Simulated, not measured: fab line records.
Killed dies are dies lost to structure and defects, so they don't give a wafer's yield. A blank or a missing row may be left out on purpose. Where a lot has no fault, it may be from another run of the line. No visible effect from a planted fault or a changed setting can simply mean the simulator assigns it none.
Which of the tools did it? :: flow sky130 :: 11 lots, 33 wafers sampled, at 4 steps of a route of 708

== WHAT THE GAUGES SHOWED, per wafer ==
SKY_METAL1_OVL_MEAS_16. Usual: METAL1_OVL gives -1 nm (standard deviation 5).
lot: L264
measured: day 33 02:43
on: overlay-01
METAL1_OVL (nm): -6 -3 -4
flag: 

lot: L265
measured: day 33 10:52
on: overlay-02
METAL1_OVL (nm): 8 7 13
flag: 

lot: L266
measured: day 33 17:42
on: overlay-01
METAL1_OVL (nm): 0 -5 -4
flag: 

lot: L267
measured: day 33 19:20
on: overlay-02
METAL1_OVL (nm): -4 -6 -3
flag: 

lot: L268
measured: day 34 04:28
on: overlay-01
METAL1_OVL (nm): 0 -4 -2
flag: 

lot: L271
measured: day 35 09:30
on: overlay-01
METAL1_OVL (nm): -1 -1 -2
flag: 

lot: L272
measured: day 35 15:15
on: overlay-01
METAL1_OVL (nm): 8 5 1
flag: 

lot: L280
measured: day 38 01:31
on: overlay-02
METAL1_OVL (nm): -11 5 -2
flag: 

lot: L283
measured: day 38 21:32
on: overlay-02
METAL1_OVL (nm): -1 -2 2
flag: 

lot: L285
measured: day 39 05:44
on: overlay-01
METAL1_OVL (nm): -3 -2 -2
flag: 

lot: L287
measured: day 39 19:44
on: overlay-02
METAL1_OVL (nm): -2 1 7
flag: 

SKY_VIA2_THK_MEAS_01. Usual: VIA2_HDPCVD_THK gives 1180 nm (standard deviation 12).
lot: L264
measured: day 35 11:30
on: film_metro-01
VIA2_HDPCVD_THK (nm): 1181 1191 1187
flag: 

lot: L265
measured: day 35 20:46
on: film_metro-02
VIA2_HDPCVD_THK (nm): 1178 1172 1190
flag: 

lot: L266
measured: day 36 02:46
on: film_metro-01
VIA2_HDPCVD_THK (nm): 1189 1173 1164
flag: 

lot: L267
measured: day 36 04:04
on: film_metro-02
VIA2_HDPCVD_THK (nm): 1194 1178 1175
flag: 

lot: L268
measured: day 36 13:28
on: film_metro-02
VIA2_HDPCVD_THK (nm): 1185 1174 1174
flag: 

lot: L271
measured: day 37 17:28
on: film_metro-04
VIA2_HDPCVD_THK (nm): 1201 1192 1204
flag: 

lot: L272
measured: day 37 23:02
on: film_metro-01
VIA2_HDPCVD_THK (nm): 1190 1193 1214
flag: 

lot: L280
measured: day 40 08:18
on: film_metro-04
VIA2_HDPCVD_THK (nm): 1179 1175 1279
flag: 

lot: L283
measured: day 41 04:01
on: film_metro-02
VIA2_HDPCVD_THK (nm): 1168 1173 1190
flag: 

lot: L285
measured: day 41 10:49
on: film_metro-01
VIA2_HDPCVD_THK (nm): 1167 1191 1188
flag: 

lot: L287
measured: day 41 23:41
on: film_metro-02
VIA2_HDPCVD_THK (nm): 1183 1173 1180
flag: 

== WHAT TOOL EACH LOT RAN ON (gives the tool, then ch and the chambers of the sampled wafers, and finally the start) ==
lot: L264
SKY_METAL2_SPUTTER_04: pvd_sputter-02, day 34 08:14
SKY_VIA2_HDPCVD_00: hdpcvd-02 ch 1,2, day 35 11:19

lot: L265
SKY_METAL2_SPUTTER_04: pvd_sputter-01, day 34 16:47
SKY_VIA2_HDPCVD_00: hdpcvd-01 ch 0,1,2, day 35 20:38

lot: L266
SKY_METAL2_SPUTTER_04: pvd_sputter-03, day 34 23:02
SKY_VIA2_HDPCVD_00: hdpcvd-02 ch 0,2, day 36 02:37

lot: L267
SKY_METAL2_SPUTTER_04: pvd_sputter-02, day 35 00:38
SKY_VIA2_HDPCVD_00: hdpcvd-01 ch 0,1,2, day 36 03:56

lot: L268
SKY_METAL2_SPUTTER_04: pvd_sputter-02, day 35 10:13
SKY_VIA2_HDPCVD_00: hdpcvd-02 ch 0,1, day 36 13:20

lot: L271
SKY_METAL2_SPUTTER_04: pvd_sputter-02, day 36 14:35
SKY_VIA2_HDPCVD_00: hdpcvd-01 ch 0,1, day 37 17:19

lot: L272
SKY_METAL2_SPUTTER_04: pvd_sputter-02, day 36 19:58
SKY_VIA2_HDPCVD_00: hdpcvd-01 ch 1,2, day 37 22:54

lot: L280
SKY_METAL2_SPUTTER_04: pvd_sputter-01, day 39 06:00
SKY_VIA2_HDPCVD_00: hdpcvd-02 ch 0,1, day 40 08:09

lot: L283
SKY_METAL2_SPUTTER_04: pvd_sputter-02, day 40 02:02
SKY_VIA2_HDPCVD_00: hdpcvd-01 ch 1,2, day 41 03:53

lot: L285
SKY_METAL2_SPUTTER_04: pvd_sputter-03, day 40 09:04
SKY_VIA2_HDPCVD_00: hdpcvd-01 ch 0,1,2, day 41 10:41

lot: L287
SKY_METAL2_SPUTTER_04: pvd_sputter-01, day 40 22:44
SKY_VIA2_HDPCVD_00: hdpcvd-01 ch 0,2, day 41 23:34
- SKY_METAL2_SPUTTER_04: material TiN, target thk 70 nm, time 58.3 s.
- SKY_VIA2_HDPCVD_00: deposits SiO2, target thk 1180 nm, time 196.7 s.

== WHAT THE TOOLS THEMSELVES READ (means of the sampled wafers that have a number; where no wafer has one, the mark that the record gives instead) ==
SKY_METAL2_SPUTTER_04. Usual: throttle_valve_pct at 29.7 %, with a standard deviation of 0.68.
lot: L264
tool: pvd_sputter-02
throttle_valve_pct (%): 30.2
flag: 

lot: L265
tool: pvd_sputter-01
throttle_valve_pct (%): 29.8
flag: 

lot: L266
tool: pvd_sputter-03
throttle_valve_pct (%): 29.5
flag: 

lot: L267
tool: pvd_sputter-02
throttle_valve_pct (%): 30.1
flag: 

lot: L268
tool: pvd_sputter-02
throttle_valve_pct (%): 30.8
flag: 

lot: L271
tool: pvd_sputter-02
throttle_valve_pct (%): 29.8
flag: 

lot: L272
tool: pvd_sputter-02
throttle_valve_pct (%): 30.4
flag: 

lot: L280
tool: pvd_sputter-01
throttle_valve_pct (%): 29.4
flag: 

lot: L283
tool: pvd_sputter-02
throttle_valve_pct (%): 30.4
flag: 

lot: L285
tool: pvd_sputter-03
throttle_valve_pct (%): 29.3
flag: 

lot: L287
tool: pvd_sputter-01
throttle_valve_pct (%): 30.1
flag: 

SKY_VIA2_HDPCVD_00. Usual: run_length_s at 224.7 s, with a standard deviation of 0.34.
lot: L264
tool: hdpcvd-02
run_length_s (s): 224.9
flag: 

lot: L265
tool: hdpcvd-01
run_length_s (s): 224.8
flag: 

lot: L266
tool: hdpcvd-02
run_length_s (s): 224.9
flag: 

lot: L267
tool: hdpcvd-01
run_length_s (s): 225.0
flag: 

lot: L268
tool: hdpcvd-02
run_length_s (s): 224.5
flag: 

lot: L271
tool: hdpcvd-01
run_length_s (s): 225.0
flag: 

lot: L272
tool: hdpcvd-01
run_length_s (s): 224.9
flag: 

lot: L280
tool: hdpcvd-02
run_length_s (s): 231.1
flag: OFF

lot: L283
tool: hdpcvd-01
run_length_s (s): 224.6
flag: 

lot: L285
tool: hdpcvd-01
run_length_s (s): 225.0
flag: 

lot: L287
tool: hdpcvd-01
run_length_s (s): 224.8
flag: 

== THE ANSWER, worked out from the rows above alone ==
Rule: take the mean of a lot's wafers that have a number; if it is more than 3 standard deviations from the usual mean, the lot is off. Also off: a lot with no number at a reading for which 4 or more lots have one. Where the step has rows for the other lots, those lots are counted as sound. The gauges are gone through in route order, then the tools' own readings, and for those a lot's mean is taken as printed above. At the first step where some lot is off, the reading lying furthest off is the one used; lots without a number count as furthest.
Off at SKY_VIA2_HDPCVD_00 (run_length_s): L280.
A tool fits if, at that step or a process step before it, it ran every lot that is off, and no sound lot after the first of them. One candidate fits, namely hdpcvd-02 at SKY_VIA2_HDPCVD_00. A fault onset in the window from L268 (day 36 13:20, its last sound lot) to L280 (day 40 08:09, its first lot off) fits.
On the lots that are off, the tool's own readings at SKY_VIA2_HDPCVD_00 differ by more than 5 times the standard deviation of the sound lots' means, which bears it out; run_length_s reads 231.1 s there versus 224.8 s on the sound lots.

== WHAT THE SIMULATOR HAD INSERTED ==
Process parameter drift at SKY_VIA2_HDPCVD_00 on hdpcvd-02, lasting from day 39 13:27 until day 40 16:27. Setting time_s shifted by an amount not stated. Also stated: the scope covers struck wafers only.
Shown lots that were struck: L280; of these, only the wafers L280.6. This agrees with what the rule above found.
